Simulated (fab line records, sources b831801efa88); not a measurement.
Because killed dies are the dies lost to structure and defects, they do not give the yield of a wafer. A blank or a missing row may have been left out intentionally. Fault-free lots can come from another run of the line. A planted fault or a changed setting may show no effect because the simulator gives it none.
fab line records -- flow sky130
record lots=6, wafers=18, last_day=50
route steps=708 shown PAD_OPEN@694
lots that met no fault: taken from a fault-free run of the same line
start_h: hours from the record's opening day to when the first of the lot's shown wafers began -- wait_h: how many hours have passed since the lot's step before this one -- " identical to the entry in the row above -- L1.1+2: a single row standing in for several wafers -- - value missing, or start not given -- * or withheld: withheld -- < > ~ a bound
route shown NAME@n: names a module that has steps shown in the file, with the first one's number in the route -- usual: mean/standard deviation of fault-free wafers -- same: alike in all rows -- chamber/n: place in a boat -- sites: per-site readings -- _std_site: their standard deviation -- _edge_site: the outer-site mean with the inner-site mean subtracted -- radius_mm: for every site, how far away it sits from the centre of the wafer -- mask NAME#n: copy n -- behind: the tool/chamber that last shaped the wafer -- hold: why the lot went on hold/how many hours it stayed there/how the hold came to an end -- device: names the non-switching transistor (n, p or np) -- end of line: at the end of the route, the tests of the same wafers -- a step without rows: its recipe alone -- killed: dies lost to structure and defects at the first sort, not the wafer's yield -- map: the dies of a wafer, with x for killed, . for not killed, _ for no die there
set.NAME: the setting as run; set.NAME@STEP: as run at that earlier step -- model.NAME: the simulator's own value behind a step, which no gauge read
lots at selected steps of the route; one table per step, one row per wafer
services: the hour from which a tool's chamber was out of use, counted from the record's first day as start_h (under 0 if before that day), plus the number of hours and why
## steps
# step SKY_PAD_OPEN_DEHYDRATE_00
# recipe temp_c=200, time_s=60
# step SKY_PAD_OPEN_HMDS_01
# recipe prime_time_s=60, prime_temp_c=120
# step SKY_PAD_OPEN_COAT_02
# recipe spin_rpm=2000, resist_thk_nm=3000
# step SKY_PAD_OPEN_SOFTBAKE_03
# recipe temp_c=110, time_s=withheld
# step SKY_PAD_OPEN_EXPOSE_04
# recipe mask_id=PDM, target_cd_nm=60000, na=0.57, dose_mj=260
# step SKY_PAD_OPEN_PEB_05
# recipe temp_c=115, time_s=withheld
# step SKY_PAD_OPEN_DEVELOP_06
# recipe develop_time_s=60, dev_temp_c=23
# step SKY_PAD_OPEN_ETCH_07
# recipe chemistry=CF4/O2, target_depth_nm=725, stop_on=AlCu, source_w=800, bias_w=150, pressure_mtorr=150, cf4_flow_sccm=80, O2_flow_sccm=10, time_s=161.1
# usual bias_w=150.0/0.45, drypump_motor_current_A=5.6/0.41, oes_product_au=0.979/0.0068, throttle_valve_pct=5.965/0.01
# same time_s=161.1
lot.wafer,tool,chamber,start_h,wait_h,bias_w,drypump_motor_current_A,oes_product_au,rf_hours_counter_h,throttle_valve_pct
L862.1,rie_diel-03,0,1100.99,-,149.9,5.1,0.979,12,5.954
L862.4,rie_diel-03,1,1100.99,-,149.8,6.0,0.987,9,5.957
L862.5,rie_diel-03,3,1100.99,-,149.6,5.8,0.975,-,5.977
L865.3,rie_diel-03,2,1122.38,-,150.5,4.9,0.975,20,5.954
L865.5,rie_diel-03,0,1122.38,-,150.6,5.1,0.979,-,5.982
L865.6,rie_diel-03,1,1122.38,-,150.2,5.9,0.982,-,5.960
L866.1,rie_diel-01,2,1128.70,-,150.1,6.3,0.972,22,5.959
L866.3,rie_diel-01,1,1128.70,-,150.1,6.0,0.980,31,5.974
L866.6,rie_diel-01,2,1128.70,-,150.3,6.3,0.994,-,5.960
L868.1,rie_diel-04,3,1140.39,-,150.5,5.6,0.990,21,5.965
L868.5,rie_diel-04,1,1140.39,-,150.3,6.2,0.992,-,5.957
L868.6,rie_diel-04,2,1140.39,-,150.0,5.6,0.986,-,5.957
L875.2,rie_diel-03,0,1173.28,-,149.8,5.1,0.974,15,5.960
L875.4,rie_diel-03,2,1173.28,-,149.3,4.9,0.985,22,5.959
L875.5,rie_diel-03,0,1173.28,-,149.9,5.1,0.981,-,5.968
L879.2,rie_diel-01,3,1193.54,-,150.0,5.5,0.971,29,5.963
L879.3,rie_diel-01,1,1193.54,-,149.9,6.0,0.985,1,5.968
L879.5,rie_diel-01,0,1193.54,-,150.2,5.5,0.988,-,5.964
# step SKY_PAD_OPEN_STRIP_08
# recipe chemistry=O2/N2, power_w=1400, pressure_mtorr=1500, platen_temp_c=withheld, overash_fraction=0.7, o2_flow_sccm=3000, n2_flow_sccm=300
# usual drypump_motor_current_A=5.94/0.24, oes_product_au=0.663/0.0044
lot.wafer,tool,chamber,start_h,wait_h,drypump_motor_current_A,oes_product_au,rf_hours_counter_h
L862.1,plasma_asher-03,1,1101.09,0.1,5.59,0.664,98
L862.4,plasma_asher-03,1,1101.09,0.1,5.62,0.666,-
L862.5,plasma_asher-03,1,1101.09,0.1,5.62,0.662,-
L865.3,plasma_asher-02,1,1122.52,0.1,5.68,0.657,-
L865.5,plasma_asher-02,0,1122.52,0.1,6.05,0.664,-
L865.6,plasma_asher-02,1,1122.52,0.1,5.67,0.661,-
L866.1,plasma_asher-02,0,1128.80,0.1,6.06,0.659,40
L866.3,plasma_asher-02,1,1128.80,0.1,5.71,0.671,-
L866.6,plasma_asher-02,1,1128.80,0.1,5.68,0.667,-
L868.1,plasma_asher-04,0,1140.49,0.1,6.20,0.663,8
L868.5,plasma_asher-04,1,1140.49,0.1,6.12,0.661,-
L868.6,plasma_asher-04,0,1140.49,0.1,6.20,0.666,-
L875.2,plasma_asher-02,0,1173.39,0.1,6.09,0.674,45
L875.4,plasma_asher-02,1,1173.39,0.1,5.70,0.664,-
L875.5,plasma_asher-02,0,1173.39,0.1,6.05,0.668,-
L879.2,plasma_asher-03,1,1193.65,0.1,5.61,0.662,104
L879.3,plasma_asher-03,0,1193.65,0.1,5.52,0.658,-
L879.5,plasma_asher-03,1,1193.65,0.1,5.62,0.662,-
# step SKY_PAD_OPEN_STRIP_09
# recipe chemistry=post_etch_residue_remover, time_s=1200, temp_c=72.5
# step SKY_PAD_OPEN_CLEAN_10
# recipe chemistry=IPA, time_s=180, temp_c=25
# step SKY_PAD_OPEN_CLEAN_11
# recipe chemistry=O3/DIW, dry=n2_spin
# step SKY_PAD_OPEN_ANNEAL_12
# recipe temp_c=400, time_s=withheld, ambient=N2/H2, idle_temp_c=300, ramp_up_c_per_min=8, ramp_down_c_per_min=4
# usual ramp_up_c_per_min=8.0000/0.0013, spike_tc_bottom_C=422.9/1, spike_tc_centre_C=399.8/1.1, spike_tc_lower_C=399.8/0.98, spike_tc_upper_C=400.2/0.97, tube_center_temp_C=400/0.035, tube_center_temp_C_max=401.00/0.16, zone_power_bottom_pct=6.0/1.2, zone_power_upper_pct=4.18/0.13
lot.wafer,tool,chamber,start_h,wait_h,ramp_up_c_per_min,spike_tc_bottom_C,spike_tc_centre_C,spike_tc_lower_C,spike_tc_upper_C,tube_center_temp_C,tube_center_temp_C_max,zone_power_bottom_pct,zone_power_upper_pct
L862.1,furnace-01,0,1101.73,0.0,7.9992,421.6,402.3,399.4,400.6,400.05,400.98,4.8,4.05
L862.4,furnace-01,0,1101.73,0.0,8.0003,423.0,398.8,400.0,399.2,399.94,400.79,4.8,4.01
L862.5,furnace-01,0,1101.73,0.0,8.0013,422.5,398.6,400.4,400.4,399.97,401.42,4.7,3.99
L865.3,furnace-02,0,1123.08,0.0,7.9983,421.4,397.7,400.4,398.2,399.97,400.88,7.3,4.29
L865.5,furnace-02,0,1123.08,0.0,8.0008,421.0,399.6,399.7,399.5,399.97,400.78,7.3,4.27
L865.6,furnace-02,0,1123.08,0.0,8.0003,423.9,399.3,400.5,400.7,400,401.01,7.2,4.38
L866.1,furnace-01,0,1129.74,0.0,8.0008,401.2,378.7,380.6,379.0,379.17,380.19,4.4,3.79
L866.3,furnace-01,0,1129.74,0.0,8.0004,403.2,377.2,378.7,379.3,379.18,380.27,4.4,3.77
L866.6,furnace-01,0,1129.74,0.0,7.9978,401.8,378.8,378.0,378.7,379.16,380.17,4.4,3.73
L868.1,furnace-01,0,1141.53,0.0,7.9980,403.8,378.0,379.6,378.8,379.18,380.22,4.4,3.79
L868.5,furnace-01,0,1141.53,0.0,8.0024,402.1,378.4,378.6,378.2,379.18,380.43,4.4,3.81
L868.6,furnace-01,0,1141.53,0.0,7.9986,402.5,379.1,379.3,378.9,379.2,380.01,4.4,3.75
L875.2,furnace-02,0,1174.07,0.0,7.9998,421.4,399.8,400.4,399.7,400.08,401.39,7.2,4.31
L875.4,furnace-02,0,1174.07,0.0,8.0010,423.3,401.0,400.5,400.5,399.97,400.98,7.2,4.24
L875.5,furnace-02,0,1174.07,0.0,8.0009,423.0,398.5,400.2,400.3,399.92,400.92,7.2,4.28
L879.2,furnace-02,0,1194.24,0.0,8.0008,422.3,401.9,398.6,401.3,400.02,401.27,7.2,4.28
L879.3,furnace-02,0,1194.24,0.0,7.9981,423.2,400.2,400.3,401.3,399.96,400.84,7.2,4.27
L879.5,furnace-02,0,1194.24,0.0,7.9995,424.0,398.7,399.4,400.0,400.01,401.28,7.1,4.26
# step SKY_PAD_OPEN_BOW_MEAS_13
# recipe mode=bow
# usual PAD_OPEN_BOW=46/8.8
lot.wafer,tool,chamber,start_h,wait_h,PAD_OPEN_BOW[um]
L862.1,film_metro-01,-,1103.23,-,47
L862.4,film_metro-01,-,1103.23,-,37
L862.5,film_metro-01,-,1103.23,-,38
L865.3,film_metro-03,-,1124.62,-,51
L865.5,film_metro-03,-,1124.62,-,47
L865.6,film_metro-03,-,1124.62,-,57
L866.1,film_metro-04,-,1131.24,-,66
L866.3,film_metro-04,-,1131.24,-,57
L866.6,film_metro-04,-,1131.24,-,56
L868.1,film_metro-04,-,1143.03,-,49
L868.5,film_metro-04,-,1143.03,-,47
L868.6,film_metro-04,-,1143.03,-,38
L875.2,film_metro-01,-,1175.59,-,42
L875.4,film_metro-01,-,1175.59,-,56
L875.5,film_metro-01,-,1175.59,-,40
L879.2,film_metro-03,-,1195.76,-,52
L879.3,film_metro-03,-,1195.76,-,48
L879.5,film_metro-03,-,1195.76,-,42
# step SKY_PAD_OPEN_PROBE_99
# usual defect_limited_yield=82.4/1.8, killed_at_M0_to_M3=44/7.2, killed_at_M4_up=3.5/1.8, killed_at_contacts=25/5.1, killed_at_front_end=14/4.4, killed_at_other=0.4/0.58, killed_dies=87/9.1, killed_open=48/6.9, killed_short=38/6.3, sort_bin_3_pad_short=0.9/0.43, sort_bin_5_function=10.5/1.5, sort_bin_6_memory=6.3/1.1, sort_n_pass=405/9.1, sort_yield_pct=82.4/1.8
# same gross_dies=492, killed_at_back_side=0, sort_bin_4_leakage[%]=0, sort_bin_8_speed[%]=0
lot.wafer,tool,chamber,start_h,wait_h,defect_limited_yield[%],killed_at_M0_to_M3,killed_at_M4_up,killed_at_contacts,killed_at_front_end,killed_at_other,killed_dies,killed_open,killed_short,sort_bin_3_pad_short[%],sort_bin_5_function[%],sort_bin_6_memory[%],sort_n_pass,sort_yield_pct[%]
L862.1,prober-01,-,1103.35,0.1,80.9,42,2,29,20,1,94,57,34,1.0,11.4,6.7,398,80.9
L862.4,prober-01,-,1103.50,0.2,80.9,35,3,36,18,2,94,47,44,0.2,10.8,8.1,398,80.9
L862.5,prober-01,-,1103.55,0.2,82.3,32,4,34,15,2,87,46,37,0.8,10.0,6.9,405,82.3
L865.3,prober-02,-,1124.80,0.2,83.5,35,3,28,15,0,81,53,28,1.4,8.3,6.7,411,83.5
L865.5,prober-02,-,1124.90,0.2,83.1,44,2,21,16,0,83,37,46,0.8,11.0,5.1,409,83.1
L865.6,prober-02,-,1124.95,0.2,80.5,49,6,30,11,0,96,45,51,1.4,11.8,6.3,396,80.5
L866.1,prober-01,-,1131.36,0.1,81.7,50,3,25,11,1,90,52,38,0.4,11.2,6.7,402,81.7
L866.3,prober-01,-,1131.46,0.2,79.7,50,1,31,18,0,100,56,44,1.6,12.6,6.1,392,79.7
L866.6,prober-01,-,1131.61,0.2,84.3,43,2,24,7,1,77,48,29,0.2,9.1,6.3,415,84.3
L868.1,prober-02,-,1143.15,0.1,82.5,41,3,32,10,0,86,51,35,0.4,11.2,5.9,406,82.5
L868.5,prober-02,-,1143.35,0.2,78.7,58,6,30,11,0,105,54,51,1.0,12.4,7.9,387,78.7
L868.6,prober-02,-,1143.40,0.2,85.4,37,1,25,9,0,72,43,29,0.8,9.1,4.7,420,85.4
# killed by level:class
L862.1 CONTACT:geometric_particle:open=14 FIELD_ISO:geometric_particle:open=8 LI_CONTACT:geometric_particle:open=8 METAL2:geometric_particle:short=8 VIA1:geometric_particle:open=8 VIA2:geometric_particle:open=6 VIA1:geometric_particle:short=5 VIA3:geometric_particle:open=5
L862.4 LI_CONTACT:geometric_particle:open=10 CONTACT:geometric_particle:open=9 FIELD_ISO:geometric_particle:short=7 METAL2:geometric_particle:short=7 CONTACT:geometric_particle:short=6 VIA1:geometric_particle:open=6 VIA2:geometric_particle:open=6 VIA3:geometric_particle:open=6
L862.5 CONTACT:geometric_particle:open=12 LI_CONTACT:geometric_particle:open=8 CONTACT:geometric_particle:short=7 LI_CONTACT:geometric_particle:short=6 VIA1:geometric_particle:open=6 VIA2:geometric_particle:open=5 FIELD_ISO:geometric_particle:open=4 METAL2:geometric_particle:short=4
L865.3 CONTACT:geometric_particle:open=14 LI_CONTACT:geometric_particle:open=8 VIA1:geometric_particle:open=6 VIA2:geometric_particle:open=6 VIA1:geometric_particle:short=5 POLY_GATE:geometric_particle:short=4 POLY_GATE:geometric_particle:open=4 LOCAL_INTERCONNECT:geometric_particle:short=4
L865.5 CONTACT:geometric_particle:open=8 FIELD_ISO:geometric_particle:open=6 VIA1:geometric_particle:open=6 VIA2:geometric_particle:open=6 VIA2:geometric_particle:short=6 POLY_GATE:geometric_particle:short=5 LOCAL_INTERCONNECT:geometric_particle:short=5 VIA3:geometric_particle:short=5
L865.6 CONTACT:geometric_particle:open=11 VIA1:geometric_particle:open=9 VIA2:geometric_particle:open=8 VIA1:geometric_particle:short=7 METAL1:geometric_particle:short=6 VIA3:geometric_particle:open=6 METAL4:geometric_particle:short=6 LOCAL_INTERCONNECT:geometric_particle:short=5
L866.1 VIA3:geometric_particle:open=10 VIA1:geometric_particle:open=9 LI_CONTACT:geometric_particle:open=8 CONTACT:geometric_particle:open=8 VIA1:geometric_particle:short=7 VIA2:geometric_particle:open=6 METAL1:geometric_particle:short=6 FIELD_ISO:geometric_particle:open=4
L866.3 VIA1:geometric_particle:open=14 CONTACT:geometric_particle:open=10 VIA3:geometric_particle:open=9 VIA2:geometric_particle:open=6 LI_CONTACT:geometric_particle:open=6 LOCAL_INTERCONNECT:geometric_particle:short=6 METAL2:geometric_particle:short=6 FIELD_ISO:geometric_particle:short=5
L866.6 VIA1:geometric_particle:open=13 CONTACT:geometric_particle:open=12 LI_CONTACT:geometric_particle:open=6 METAL1:geometric_particle:short=6 VIA2:geometric_particle:open=5 VIA3:geometric_particle:short=5 VIA3:geometric_particle:open=5 METAL3:geometric_particle:short=4
L868.1 VIA1:geometric_particle:open=13 CONTACT:geometric_particle:open=11 LI_CONTACT:geometric_particle:open=8 VIA2:geometric_particle:open=5 LOCAL_INTERCONNECT:geometric_particle:short=5 METAL2:geometric_particle:short=5 CONTACT:geometric_particle:short=4 VIA3:geometric_particle:open=4
L868.5 LI_CONTACT:geometric_particle:open=13 VIA1:geometric_particle:short=10 VIA2:geometric_particle:open=10 METAL2:geometric_particle:short=8 VIA1:geometric_particle:open=7 VIA3:geometric_particle:open=7 CONTACT:geometric_particle:short=6 CONTACT:geometric_particle:open=6
L868.6 CONTACT:geometric_particle:open=11 VIA1:geometric_particle:open=11 POLY_GATE:geometric_particle:open=6 METAL1:geometric_particle:short=6 VIA3:geometric_particle:open=5 LOCAL_INTERCONNECT:geometric_particle:short=4 CONTACT:geometric_particle:short=4 VIA2:geometric_particle:open=4
## services
tool,chamber,start_h,hours,kind
rie_diel-04,2,1094.67,14.6,repair
plasma_asher-02,-,1102.10,2.7,repair
plasma_asher-03,-,1104.98,28.1,pm
furnace-01,-,1119.47,4.2,pm
rie_diel-01,-,1123.23,4.0,pm
furnace-02,-,1137.10,4.7,pm
rie_diel-01,1,1142.43,-,clean
rie_diel-01,1,1142.43,-,consumable_replace:focus_ring
rie_diel-01,1,1142.43,21.6,scheduled_down
rie_diel-01,1,1142.43,21.6,vent_cycle
furnace-01,-,1153.86,3.2,pm
rie_diel-04,1,1165.02,14.6,repair
rie_diel-03,0,1193.67,6.2,repair
## key
first_sign step=SKY_PAD_OPEN_ANNEAL_12, reading=tube_center_temp_C, direction=down, sigmas=99+, usual=*, struck=*
effect step=SKY_PAD_OPEN_ANNEAL_12, reading=tube_center_temp_C_max, direction=down, sigmas=99+, usual=*, struck=*
met_at SKY_PAD_OPEN_ANNEAL_12
struck_wafers L866.1,L866.3,L866.6,L868.1,L868.5,L868.6
onset_between 1101.73 1129.74
fault kind=process_parameter_drift, tool=furnace-01, chamber=-, onset_h=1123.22, steps=SKY_PAD_OPEN_ANNEAL_12, channel=temp_c, offset=*, shape=step, end_h=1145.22, acts_in=*, stated=*
